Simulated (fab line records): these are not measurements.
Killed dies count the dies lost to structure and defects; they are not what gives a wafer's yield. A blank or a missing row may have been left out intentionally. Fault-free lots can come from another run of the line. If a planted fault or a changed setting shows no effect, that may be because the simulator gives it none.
What tool caused it? -- flow sky130 -- 24 lots with 72 wafers sampled at 6 steps, on a route of 708 steps

WHAT EACH GAUGE READ, for each wafer
SKY_CONTACT_OVL_MEAS_15.
lot,measured,on,CONTACT_OVL (nm)
L074,day 31 20:13,overlay-02,-2 3 -2
L075,day 32 05:21,overlay-02,-6 -3 -3
L077,day 33 01:58,overlay-01,-6 0 -3
L076,day 33 07:28,overlay-01,5 -5 2
L078,day 33 14:55,overlay-01,1 -4 -2
L079,day 33 15:49,overlay-02,-1 -4 -5
L080,day 34 00:06,overlay-02,0 0 0
L081,day 34 10:22,overlay-01,-9 -4 -6
L082,day 34 20:45,overlay-02,0 4 4
L083,day 35 02:46,overlay-02,-8 1 2
L084,day 35 09:41,overlay-02,-7 -9 -11
L085,day 35 21:40,overlay-02,5 2 9
L086,day 36 02:22,overlay-02,0 11 1
L087,day 36 08:10,overlay-02,3 -2 0
L088,day 36 16:49,overlay-02,-4 5 -5
L089,day 36 22:53,overlay-01,5 5 -2
L090,day 37 08:28,overlay-01,0 -2 7
L091,day 37 13:34,overlay-02,-7 -6 0
L092,day 37 20:22,overlay-01,0 1 0
L093,day 37 23:28,overlay-02,-4 -3 -11
L094,day 38 05:37,overlay-02,-7 -11 -2
L095,day 38 12:46,overlay-01,2 -4 6
L096,day 38 16:58,overlay-02,-4 -8 -4
L097,day 39 08:32,overlay-01,-6 -4 -3

SKY_VIA1_OVL_MEAS_13.
lot,measured,on,VIA1_OVL (nm)
L074,day 34 02:48,overlay-01,-12 -8 -13
L075,day 34 10:43,overlay-02,-6 -4 1
L077,day 35 05:34,overlay-01,0 0 -1
L076,day 35 11:10,overlay-02,-3 -9 -5
L078,day 35 17:24,overlay-01,1 0 0
L079,day 35 18:54,overlay-02,0 3 -3
L080,day 36 04:48,overlay-02,-2 -6 -1
L081,day 36 14:58,overlay-02,6 0 0
L082,day 37 01:43,overlay-01,-6 -1 -2
L083,day 37 09:37,overlay-01,-1 3 0
L084,day 37 16:25,overlay-01,1 -2 -5
L085,day 38 03:52,overlay-01,4 2 5
L086,day 38 08:40,overlay-01,2 5 -1
L087,day 38 14:30,overlay-01,5 1 -2
L088,day 38 23:01,overlay-02,-4 -5 0
L089,day 39 04:49,overlay-01,7 7 5
L090,day 39 14:43,overlay-01,4 -5 5
L091,day 39 19:49,overlay-01,-11 -10 -9
L092,day 40 05:44,overlay-01,-4 -2 -1
L093,day 40 06:52,overlay-01,2 4 6
L094,day 40 11:09,overlay-02,-6 2 -1
L095,day 40 17:05,overlay-02,-4 -6 0
L096,day 40 22:10,overlay-01,-1 0 -3
L097,day 41 13:19,overlay-01,0 3 -8

SKY_VIA4_OVL_MEAS_11.
lot,measured,on,VIA4_OVL (nm)
L074,day 42 19:41,overlay-02,0.7 0.7 3.1
L075,day 43 00:51,overlay-01,1.4 -0.6 1.0
L077,day 43 20:09,overlay-01,0.0 0.0 0.5
L076,day 44 04:13,overlay-01,-1.7 -2.0 -1.3
L078,day 44 07:17,overlay-02,1.6 2.0 1.4
L079,day 44 10:32,overlay-02,0.8 0.0 0.3
L080,day 44 16:47,overlay-01,0.5 -1.2 -0.4
L081,day 45 00:48,overlay-02,-0.9 -2.9 -0.2
L082,day 45 10:35,overlay-02,-0.1 -1.1 -0.5
L083,day 45 20:25,overlay-01,-0.3 -2.3 -1.5
L084,day 46 03:01,overlay-02,-0.2 -0.7 -0.6
L085,day 46 11:46,overlay-01,-1.0 -1.4 -1.8
L086,day 46 13:47,overlay-01,-1.5 -1.8 -1.4
L087,day 46 17:00,overlay-01,-3.2 -1.5 -2.0
L088,day 47 04:48,overlay-01,1.9 3.0 2.2
L089,day 47 10:06,overlay-01,-2.7 -3.0 -2.2
L090,day 47 13:50,overlay-01,0.2 2.6 0.4
L091,day 47 17:02,overlay-01,-0.1 -0.8 -0.1
L092,day 48 00:47,overlay-01,-1.6 -1.0 -0.2
L093,day 48 02:27,overlay-02,-1.3 -1.8 -2.2
L094,day 48 05:38,overlay-01,-1.7 -0.8 -3.1
L095,day 48 09:40,overlay-01,0.7 -0.6 1.2
L096,day 48 11:21,overlay-02,-0.9 -0.7 -1.2
L097,day 49 03:12,overlay-01,2.0 3.5 1.5

EACH LOT AND THE TOOL THAT RAN IT (in order: tool; ch and the chambers of the sampled wafers; start)
lot,SKY_METAL3_SPUTTER_02,SKY_METAL3_ETCH_17,SKY_METAL3_METAL_ETCH_18
L074,"pvdSputter-02, day 36 08:49","rieDiel-04 ch 0,1,2, day 38 13:19","rieMetal-04 ch 0, day 38 13:20"
L075,"pvdSputter-03, day 36 17:04","rieDiel-04 ch 0,3, day 38 20:20","rieMetal-04 ch 0,1, day 38 20:21"
L077,"pvdSputter-03, day 37 13:00","rieDiel-04 ch 2,3, day 39 16:20","rieMetal-03 ch 1, day 39 16:28"
L076,"pvdSputter-02, day 37 19:35","rieDiel-02 ch 0,1,2, day 39 22:46","rieMetal-03 ch 1, day 39 22:58"
L078,"pvdSputter-04, day 38 01:55","rieDiel-02 ch 1,2,3, day 40 04:43","rieMetal-04 ch 1, day 40 04:44"
L079,"pvdSputter-03, day 38 03:44","rieDiel-02 ch 0,1,2, day 40 07:31","rieMetal-04 ch 1, day 40 07:32"
L080,"pvdSputter-03, day 38 12:09","rieDiel-04 ch 0,2,3, day 40 14:11","rieMetal-04 ch 0,1, day 40 14:12"
L081,"pvdSputter-02, day 38 20:42","rieDiel-03 ch 1,2,3, day 40 23:19","rieMetal-03 ch 0,1, day 40 23:20"
L082,"pvdSputter-04, day 39 08:11","rieDiel-03 ch 1,2,3, day 41 10:19","rieMetal-03 ch 0,1, day 41 10:20"
L083,"pvdSputter-04, day 39 19:40","rieDiel-04 ch 0,2,3, day 41 20:28","rieMetal-03 ch 0,1, day 41 20:33"
L084,"pvdSputter-02, day 39 22:16","rieDiel-04 ch 0,1,3, day 42 00:28","rieMetal-04 ch 0,1, day 42 00:33"
L085,"pvdSputter-03, day 40 12:13","rieDiel-03 ch 0,2,3, day 42 13:46","rieMetal-02 ch 0,1, day 42 13:47"
L086,"pvdSputter-04, day 40 14:02","rieDiel-03 ch 0,1,2, day 42 15:28","rieMetal-02 ch 0,1, day 42 15:29"
L087,"pvdSputter-03, day 40 20:31","rieDiel-02 ch 1,2, day 42 19:56","rieMetal-03 ch 0,1, day 42 19:57"
L088,"pvdSputter-03, day 41 09:14","rieDiel-04 ch 0,2,3, day 43 08:16","rieMetal-03 ch 0,1, day 43 08:21"
L089,"pvdSputter-02, day 41 12:15","rieDiel-03 ch 0,1,3, day 43 12:10","rieMetal-03 ch 0,1, day 43 12:15"
L090,"pvdSputter-02, day 41 19:51","rieDiel-03 ch 1,2, day 43 18:55","rieMetal-04 ch 0,1, day 43 18:56"
L091,"pvdSputter-02, day 42 00:35","rieDiel-04 ch 2,3, day 43 23:55","rieMetal-04 ch 0,1, day 43 23:56"
L092,"pvdSputter-04, day 42 09:29","rieDiel-04 ch 0,2, day 44 07:55","rieMetal-03 ch 0,1, day 44 07:56"
L093,"pvdSputter-03, day 42 11:35","rieDiel-03 ch 0,3, day 44 10:29","rieMetal-02 ch 0,1, day 44 10:34"
L094,"pvdSputter-04, day 42 15:15","rieDiel-03 ch 0,3, day 44 13:29","rieMetal-02 ch 0,1, day 44 13:30"
L095,"pvdSputter-03, day 42 21:52","rieDiel-03 ch 0,2,3, day 44 20:08","rieMetal-04 ch 0,1, day 44 20:09"
L096,"pvdSputter-04, day 43 01:11","rieDiel-02 ch 0,1,3, day 44 21:49","rieMetal-04 ch 0,1, day 44 21:50"
L097,"pvdSputter-02, day 43 16:46","rieDiel-04 ch 0,1, day 45 14:32","rieMetal-02 ch 0,1, day 45 14:37"
- SKY_METAL3_SPUTTER_02: material AlCu, target thk 735 nm, time 39.1 s.
- SKY_METAL3_ETCH_17: etches SiO2 in C4F8/O2/Ar, stops on TiN, time 3.9 s, target depth 15 nm.
- SKY_METAL3_METAL_ETCH_18: etches the open film in Cl2/BCl3, stops on SiO2, target depth 845 nm, time 183.1 s.

WHAT THE TOOLS THEMSELVES READ (means of the sampled wafers that have a number; where no wafer has one, the mark that the record gives instead)
SKY_METAL3_SPUTTER_02.
lot,tool,throttleValvePct (%)
L074,pvdSputter-02,30.4
L075,pvdSputter-03,29.6
L077,pvdSputter-03,29.1
L076,pvdSputter-02,30.0
L078,pvdSputter-04,29.9
L079,pvdSputter-03,30.2
L080,pvdSputter-03,30.7
L081,pvdSputter-02,30.1
L082,pvdSputter-04,29.8
L083,pvdSputter-04,29.6
L084,pvdSputter-02,30.1
L085,pvdSputter-03,29.9
L086,pvdSputter-04,29.3
L087,pvdSputter-03,29.8
L088,pvdSputter-03,29.8
L089,pvdSputter-02,30.1
L090,pvdSputter-02,30.5
L091,pvdSputter-02,30.4
L092,pvdSputter-04,29.7
L093,pvdSputter-03,30.4
L094,pvdSputter-04,29.8
L095,pvdSputter-03,30.4
L096,pvdSputter-04,29.5
L097,pvdSputter-02,31.0

SKY_METAL3_ETCH_17.
lot,tool,oesProductAu (a.u.)
L074,rieDiel-04,0.749
L075,rieDiel-04,0.749
L077,rieDiel-04,0.756
L076,rieDiel-02,0.755
L078,rieDiel-02,0.754
L079,rieDiel-02,0.751
L080,rieDiel-04,0.751
L081,rieDiel-03,0.760
L082,rieDiel-03,0.757
L083,rieDiel-04,0.754
L084,rieDiel-04,0.761
L085,rieDiel-03,0.757
L086,rieDiel-03,0.748
L087,rieDiel-02,0.758
L088,rieDiel-04,0.760
L089,rieDiel-03,0.753
L090,rieDiel-03,0.752
L091,rieDiel-04,0.754
L092,rieDiel-04,0.755
L093,rieDiel-03,0.756
L094,rieDiel-03,0.753
L095,rieDiel-03,0.754
L096,rieDiel-02,0.754
L097,rieDiel-04,0.764

SKY_METAL3_METAL_ETCH_18.
lot,tool,drypumpMotorCurrentA (A),oesProductAu (a.u.),throttleValvePct (%)
L074,rieMetal-04,6.3,0.865,22.264
L075,rieMetal-04,5.7,0.868,22.262
L077,rieMetal-03,6.0,0.860,22.275
L076,rieMetal-03,6.0,0.870,22.271
L078,rieMetal-04,5.4,0.863,22.263
L079,rieMetal-04,5.3,0.855,22.273
L080,rieMetal-04,5.7,0.861,22.268
L081,rieMetal-03,5.9,0.857,22.266
L082,rieMetal-03,5.9,0.868,22.275
L083,rieMetal-03,5.7,0.862,22.269
L084,rieMetal-04,6.0,0.860,22.254
L085,rieMetal-02,6.2,0.858,22.269
L086,rieMetal-02,6.2,0.860,22.266
L087,rieMetal-03,5.7,0.862,22.263
L088,rieMetal-03,5.9,0.863,22.274
L089,rieMetal-03,5.7,0.859,22.267
L090,rieMetal-04,6.0,0.861,22.264
L091,rieMetal-04,5.7,0.864,22.269
L092,rieMetal-03,5.9,0.872,22.264
L093,rieMetal-02,6.1,0.861,22.262
L094,rieMetal-02,6.2,0.870,22.253
L095,rieMetal-04,5.7,0.861,22.268
L096,rieMetal-04,6.1,0.854,22.262
L097,rieMetal-02,6.1,0.860,22.260

THE ANSWER, worked out from the rows above alone
Rule: usual is defined by the lots themselves. Put in order of their means at a reading, lots are off if they are a third of the lots or fewer, leave a main group of 4 or more, and stand apart from it by a gap of 3 or more times the standard deviation of the main group's means; of several such gaps the widest counts. If all means in a main group match to the digits the tables above print for the reading, that group is not used. A lot without any number at a reading at which 4 lots or more have one is off too. Any other lot the step has rows for is counted as sound. The gauges are gone through in route order, then the tools' own readings, and for those a lot's mean is taken as printed above. The first step at which some lot is off is used, and at that step the reading that is off furthest; a lot without a number counts as furthest.
Nothing can be told from this: no lot is off at any reading shown.

WHAT WAS PUT IN BY THE SIMULATOR
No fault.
